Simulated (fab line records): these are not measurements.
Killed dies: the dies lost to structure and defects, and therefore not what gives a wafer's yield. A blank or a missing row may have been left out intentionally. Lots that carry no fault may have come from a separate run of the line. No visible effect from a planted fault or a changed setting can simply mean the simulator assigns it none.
Matching of chambers    flow gf180mcu    GF_CONTACT_CMP_27 on cmp-01: 4 sister chambers
The step polishes, stops on SiO2, t overpolish 15 s, target thk 0 nm. 8 wafers are shown with their chamber, then 6 later ones without.

## WAFERS PAIRED WITH THEIR CHAMBERS
wafer   chamber  motor_current_A (A)  time_to_endpoint_s (s)
L199.3  3        11.3                 69
L209.1  0        11.4                 73
L212.1  2        11.1                 65
L212.3  1        10.7                 66
L212.4  0        11.9                 69
L214.2  2        11.1                 65
L214.3  3        11.7                 65
L214.6  1        11.2                 65

## WAFERS WITHOUT THEIR CHAMBER
wafer   motor_current_A (A)  time_to_endpoint_s (s)
L215.3  10.8                 65
L215.4  11.6                 65
L215.5  11.2                 62
L217.1  11.1                 73
L217.2  11.6                 72
L217.3  11.6                 71

## EACH ONE'S CHAMBER
wafer   from the rows above                in truth
L215.3  can't be placed: 1 or 2            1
L215.4  can't be placed: 3 or 2 or 1 or 0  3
L215.5  can't be placed: 2 or 1 or 3       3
L217.1  can't be placed: 0 or 3 or 1 or 2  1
L217.2  can't be placed: 0 or 3            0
L217.3  can't be placed: 0 or 3            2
0 of 6 placed correctly. Unplaceable from these rows: 6, with the true chamber sitting among the candidates in 5. Placed wrongly: 0.
How it was worked out, from the rows above alone: a wafer's distance from a chamber is the root of the sum, over the readings, of the square of ((its reading less the chamber's mean) divided by the reading's scatter). The wafer belongs to the nearest chamber; if the next one is less than 2 further off, it can't be placed. The mean given for a chamber averages the wafers shown for that chamber. How the scatter is found: for the shown wafers, subtract from each reading the mean of its chamber, square and add these, divide the total by (wafers less chambers), then take the root.
